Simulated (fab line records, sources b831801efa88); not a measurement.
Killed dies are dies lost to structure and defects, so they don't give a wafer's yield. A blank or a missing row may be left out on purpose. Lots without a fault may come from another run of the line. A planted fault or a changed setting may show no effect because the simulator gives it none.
fab line records | flow sky130
record lots=5 wafers=15 last_day=50
route steps=708 shown LI_CONTACT@364 PAD_OPEN@708
lots that met no fault: from a run of the same line without faults
start_h: hours from the record's first day to the start of the lot's first wafer shown | wait_h: hours since the lot's step before | " the same as in the row above | L1.1+2: a row that stands for several wafers | - no value, or no start given | * or withheld: withheld | < > ~ a bound
route shown NAME@n: a module of which the file shows steps, and the number in the route of the first | usual: mean/standard deviation of fault-free wafers | same: alike in all rows | chamber/n: place in a boat | sites: the reading at each site | _std_site: their standard deviation | _edge_site: outer sites' mean less inner sites' | radius_mm: how far each site lies from the wafer's centre | mask NAME#n: copy n | behind: the tool/chamber that last shaped the wafer | hold: why the lot was held/for how many hours/how that ended | device: the transistor (n, p or np) that didn't switch | end of line: the same wafers' tests at the end of the route | a step without rows: its recipe alone | killed: dies lost to structure and defects at the first sort, not the wafer's yield | map: a wafer's dies, x killed, . not, _ none there
set.NAME: the setting as run; set.NAME@STEP: as run at that earlier step | model.NAME: the simulator's own value behind a step, which no gauge read
lots at some steps of the route; a table a step, a row a wafer
services: from which hour (start_h, from the record's first day; less than 0 if before it) a tool's chamber was out of use, for how many hours, and why
## steps
# step SKY_LI_CONTACT_CMP_02
# recipe material=PSG down_force_psi=4 platen_rpm=60 pad_velocity_m_s=0.94248
# usual motor_current_A=12.1/0.72 time_to_endpoint_s=30.0/2.6
# columns lot.wafer tool chamber start_h wait_h motor_current_A time_to_endpoint_s
L218.3 cmp-01 3 683.14 0.4 12.4 32.2
L218.2 " 0 " " 11.5 25.9
L218.5 " 3 " " 12.2 32.7
L222.4 cmp-01 0 695.87 0.0 11.9 29.6
L222.6 " 0 " " 12.5 28.7
L222.5 " 1 " " 12.2 29.6
L234.3 cmp-01 1 773.76 0.0 12.3 29.7
L234.4 " 0 " " 12.4 22.9
L234.5 " 1 " " 11.6 26.0
L238.3 cmp-01 1 813.00 0.1 11.9 27.4
L238.5 " 3 " " 12.8 27.7
L238.6 " 0 " " 12.1 26.8
L241.1 cmp-01 1 825.89 0.1 11.8 31.6
L241.3 " 2 " " 12.7 31.7
L241.4 " 3 " " 12.1 32.4
# step SKY_LI_CONTACT_BOW_MEAS_03
# recipe mode=bow
# usual LI_CONTACT_BOW=55/7
# columns lot.wafer tool chamber start_h wait_h LI_CONTACT_BOW[um]
L218.2 film_metro-04 - 683.46 0.2 61
L218.3 " - " " 50
L218.5 " - " " 47
L222.4 film_metro-04 - 696.23 0.3 51
L222.5 " - " " 65
L222.6 " - " " 56
L234.3 film_metro-03 - 774.10 0.3 65
L234.4 " - " " 51
L234.5 " - " " 56
L238.3 film_metro-03 - 813.24 0.2 59
L238.5 " - " " 45
L238.6 " - " " 53
L241.1 film_metro-01 - 826.14 0.2 65
L241.3 " - " " 64
L241.4 " - " " 55
# step SKY_LI_CONTACT_DEHYDRATE_04
# recipe temp_c=200 time_s=60
# step SKY_LI_CONTACT_HMDS_05
# recipe prime_time_s=60 prime_temp_c=120
# step SKY_LI_CONTACT_COAT_06
# recipe resist=BARC temp_c=withheld time_s=withheld spin_rpm=3000 resist_thk_nm=60
# step SKY_LI_CONTACT_COAT_07
# recipe resist=KrF-thick spin_rpm=3000 resist_thk_nm=450
# step SKY_LI_CONTACT_SOFTBAKE_08
# recipe temp_c=100 time_s=90 resist=KrF-thick
# step SKY_LI_CONTACT_EXPOSE_09
# recipe mask_id=LICM1 na=0.8 source_shape=annular sigma_inner=0.55 sigma_outer=0.85 target_cd_nm=170 dose_mj=38
# step SKY_LI_CONTACT_PEB_10
# recipe peb_temp_c=withheld peb_time_s=withheld resist=KrF-thick
# step SKY_LI_CONTACT_DEVELOP_11
# recipe develop_time_s=62.17 resist=KrF-thick dev_temp_c=21
# step SKY_LI_CONTACT_CD_MEAS_12
# recipe target_cd_nm=170
# usual cd_nm=169.8/1.3
# columns lot.wafer tool chamber start_h wait_h cd_nm
L218.2 cd_sem-01 - 711.67 - 171.1
L218.3 " - " " 169.9
L218.5 " - " " 170.6
L222.4 cd_sem-02 - 723.84 - 170.1
L222.5 " - " " 170.1
L222.6 " - " " 168.8
L234.3 cd_sem-01 - 801.04 - 169.5
L234.4 " - " " 169.8
L234.5 " - " " 167.6
L238.3 cd_sem-01 - 840.18 - 170.9
L238.5 " - " " 171.7
L238.6 " - " " 170.6
L241.1 cd_sem-02 - 852.50 - 169.7
L241.3 " - " " 169.6
L241.4 " - " " 169.7
# step SKY_LI_CONTACT_OVL_MEAS_13
# usual LI_CONTACT_OVL=-4/5.6
# columns lot.wafer tool chamber start_h wait_h LI_CONTACT_OVL[nm]
L218.2 overlay-01 - 711.78 0.1 8
L218.3 " - " " 10
L218.5 " - " " 8
L222.4 overlay-01 - 723.92 0.1 -10
L222.5 " - " " -8
L222.6 " - " " -12
L234.3 overlay-01 - 801.14 0.1 -7
L234.4 " - " " -13
L234.5 " - " " -7
L238.3 overlay-02 - 840.27 0.1 0
L238.5 " - " " -4
L238.6 " - " " -6
L241.1 overlay-01 - 852.62 0.1 -11
L241.3 " - " " -10
L241.4 " - " " -1
# step SKY_LI_CONTACT_ETCH_14
# recipe chemistry=N2/H2 target=BARC ion_energy_ev=200 source_w=500 bias_w=100 pressure_mtorr=30 n2_flow_sccm=100 h2_flow_sccm=200 stop_on=SiO2 time_s=45.9 target_depth_a=600
# usual bias_w=100.0/0.32 drypump_motor_current_A=5.9/0.38 oes_product_au=0.855/0.0049 throttle_valve_pct=13.225/0.0089
# columns lot.wafer tool chamber start_h wait_h bias_w drypump_motor_current_A oes_product_au rf_hours_counter_h throttle_valve_pct
L218.2 rie_diel-01 2 711.81 0.0 100.1 6.5 0.859 10 13.240
L218.3 " 0 " " 99.8 6.2 0.852 16 13.225
L218.5 " 2 " " 99.8 6.5 0.858 - 13.220
L222.4 rie_diel-04 2 723.94 0.0 99.9 6.2 0.853 19 13.234
L222.5 " 2 " " 99.9 6.2 0.855 - 13.223
L222.6 " 3 " " 100.1 5.4 0.855 - 13.216
L234.3 rie_diel-04 0 801.16 0.0 99.9 6.1 0.849 6 13.234
L234.4 " 1 " " 95.5 6.0 0.853 8 13.230
L234.5 " 0 " " 100.1 6.2 0.855 - 13.221
L238.3 rie_diel-01 2 840.30 0.0 100.2 6.5 0.853 14 13.241
L238.5 " 1 " " 100.3 5.6 0.856 - 13.221
L238.6 " 0 " " 100.2 6.2 0.847 - 13.219
L241.1 rie_diel-02 2 852.66 0.0 100.4 5.5 0.849 2 13.230
L241.3 " 3 " " 99.8 5.5 0.852 2 13.209
L241.4 " 1 " " 100.7 6.2 0.857 5 13.231
# step SKY_LI_CONTACT_ETCH_15
# recipe target=PSG chemistry=C4F8/O2/Ar stop_on=Si taper_deg=4.15 mask_material=KrF-thick source_w=1500 bias_w=1200 pressure_mtorr=40 c4f8_flow_sccm=withheld O2_flow_sccm=6 Ar_flow_sccm=300 time_s=withheld target_depth_a=6000
# usual bias_w=1200/3.2 oes_product_au=0.836/0.0042
# columns lot.wafer tool chamber start_h wait_h bias_w oes_product_au
L218.2 rie_diel-01 2 711.85 0.0 1201 0.834
L218.3 " 0 " " 1200 0.823
L218.5 " 2 " " 1198 0.836
L222.4 rie_diel-04 2 723.98 0.0 1201 0.842
L222.5 " 2 " " 1203 0.841
L222.6 " 3 " " 1197 0.832
L234.3 rie_diel-04 0 801.20 0.0 1203 0.843
L234.4 " 1 " " 1202 0.846
L234.5 " 0 " " 1200 0.827
L238.3 rie_diel-01 2 840.34 0.0 1204 0.836
L238.5 " 1 " " 1199 0.830
L238.6 " 0 " " 1204 0.839
L241.1 rie_diel-02 2 852.70 0.0 1202 0.839
L241.3 " 3 " " 1198 0.835
L241.4 " 1 " " 1202 0.840
# step SKY_PAD_OPEN_PROBE_99
# usual killed_at_M0_to_M3=44/6.6 killed_at_M4_up=3.0/1.9 killed_at_contacts=24/5.1 killed_at_front_end=16/4.6 killed_at_other=0.3/0.59 killed_dies=88/9.5 killed_open=48/6.7 killed_short=40/6.1
# same gross_dies=492 killed_at_back_side=0
# columns lot.wafer tool chamber start_h wait_h killed_at_M0_to_M3 killed_at_M4_up killed_at_contacts killed_at_front_end killed_at_other killed_dies killed_open killed_short
L222.4 prober-01 - 1115.88 0.2 45 3 28 12 0 88 52 36
L222.5 prober-01 - 1115.93 0.2 54 5 24 12 1 96 49 47
L222.6 prober-01 - 1115.98 0.2 55 4 28 15 0 102 45 57
L234.3 prober-01 - 1171.32 0.2 52 1 34 22 1 110 65 45
L234.4 prober-01 - 1171.37 0.2 53 2 34 14 1 104 59 44
L234.5 prober-01 - 1171.42 0.2 47 8 34 17 0 106 58 48
L238.3 prober-02 - 1194.28 0.2 35 2 24 21 0 82 41 41
L238.5 prober-02 - 1194.38 0.2 40 5 25 20 0 90 47 43
L238.6 prober-02 - 1194.43 0.2 41 2 24 16 0 83 46 37
# killed by level:class
L222.4 VIA1:geometric_particle:open=11 CONTACT:geometric_particle:open=10 VIA2:geometric_particle:open=8 LI_CONTACT:geometric_particle:open=6 VIA1:geometric_particle:short=5 VIA3:geometric_particle:open=5 LOCAL_INTERCONNECT:geometric_particle:short=4 CONTACT:geometric_particle:short=4
L222.5 VIA1:geometric_particle:open=13 CONTACT:geometric_particle:short=9 VIA1:geometric_particle:short=8 VIA2:geometric_particle:open=8 CONTACT:geometric_particle:open=7 METAL1:geometric_particle:short=6 METAL3:geometric_particle:short=5 VIA3:geometric_particle:open=5
L222.6 METAL1:geometric_particle:short=11 VIA1:geometric_particle:open=11 CONTACT:geometric_particle:short=9 CONTACT:geometric_particle:open=8 FIELD_ISO:geometric_particle:short=6 LI_CONTACT:geometric_particle:open=6 VIA3:geometric_particle:open=6 METAL2:geometric_particle:short=6
L234.3 CONTACT:geometric_particle:open=16 VIA1:geometric_particle:open=13 LI_CONTACT:geometric_particle:open=9 VIA2:geometric_particle:open=9 POLY_GATE:geometric_particle:short=7 METAL1:geometric_particle:short=7 FIELD_ISO:geometric_particle:short=5 VIA3:geometric_particle:open=5
L234.4 CONTACT:geometric_particle:open=15 VIA1:geometric_particle:open=13 VIA2:geometric_particle:open=12 LI_CONTACT:geometric_particle:open=8 VIA1:geometric_particle:short=7 VIA3:geometric_particle:short=6 METAL1:geometric_particle:short=5 METAL2:geometric_particle:short=5
L234.5 LI_CONTACT:geometric_particle:open=20 VIA1:geometric_particle:open=15 POLY_GATE:geometric_particle:short=9 METAL4:geometric_particle:short=8 CONTACT:geometric_particle:open=7 METAL1:geometric_particle:short=6 VIA2:geometric_particle:open=6 VIA1:geometric_particle:short=5
L238.3 VIA1:geometric_particle:open=10 CONTACT:geometric_particle:open=6 LOCAL_INTERCONNECT:geometric_particle:short=6 FIELD_ISO:geometric_particle:open=5 VIA2:geometric_particle:open=5 LI_CONTACT:geometric_particle:open=4 LI_CONTACT:geometric_particle:short=4 METAL1:geometric_particle:short=4
L238.5 VIA1:geometric_particle:open=15 CONTACT:geometric_particle:open=8 POLY_GATE:geometric_particle:short=7 CONTACT:geometric_particle:short=7 METAL2:geometric_particle:short=6 FIELD_ISO:geometric_particle:open=5 LI_CONTACT:geometric_particle:open=5 METAL4:geometric_particle:short=4
L238.6 CONTACT:geometric_particle:open=12 VIA1:geometric_particle:open=12 VIA3:geometric_particle:open=6 POLY_GATE:geometric_particle:open=5 LOCAL_INTERCONNECT:geometric_particle:short=5 VIA1:geometric_particle:short=5 FIELD_ISO:geometric_particle:short=4 FIELD_ISO:geometric_particle:open=4
## services
# columns tool chamber start_h hours kind
rie_diel-01 1 664.67 2.1 repair
rie_diel-01 - 670.79 1.0 repair
rie_diel-02 0 694.46 4.0 repair
rie_diel-02 3 700.73 15.6 repair
rie_diel-04 0 717.68 1.9 repair
rie_diel-02 0 728.60 11.9 repair
rie_diel-04 0 731.75 2.0 repair
rie_diel-02 3 740.54 - clean
rie_diel-02 3 740.54 17.5 scheduled_down
rie_diel-02 3 740.54 17.5 vent_cycle
rie_diel-04 1 748.49 2.4 repair
cmp-01 - 751.02 5.4 pm
cmp-01 - 753.17 13.3 repair
rie_diel-02 2 758.00 - clean
rie_diel-02 2 758.00 19.6 scheduled_down
rie_diel-02 2 758.00 19.6 vent_cycle
rie_diel-01 2 764.33 3.7 repair
cmp-01 - 790.56 4.5 repair
cmp-01 - 791.32 0.9 repair
cmp-01 - 792.12 0.9 repair
rie_diel-02 - 801.33 6.2 repair
rie_diel-01 - 827.19 2.8 pm
cmp-01 - 851.24 1.2 repair
## key
first_sign step=SKY_LI_CONTACT_ETCH_14 reading=bias_w direction=down sigmas=14 usual=100.0 struck=95.5
effect none on later readings
met_at SKY_LI_CONTACT_ETCH_14
struck_wafers L234.4
tester_left_out L234
fault kind=process_parameter_drift tool=rie_diel-04 chamber=1 onset_h=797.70 steps=SKY_LI_CONTACT_ETCH_14 channel=bias_w offset=-4.4154 shape=step end_h=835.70 acts_in=these_recipes_only stated=100
# tester_left_out: of these lots the tester's yield and bins aren't shown, on N5 and GAA mostly nor the transistor test; their killed dies are dies lost to structure and defects alone, not to doping, threshold or leakage, so they don't give the yield
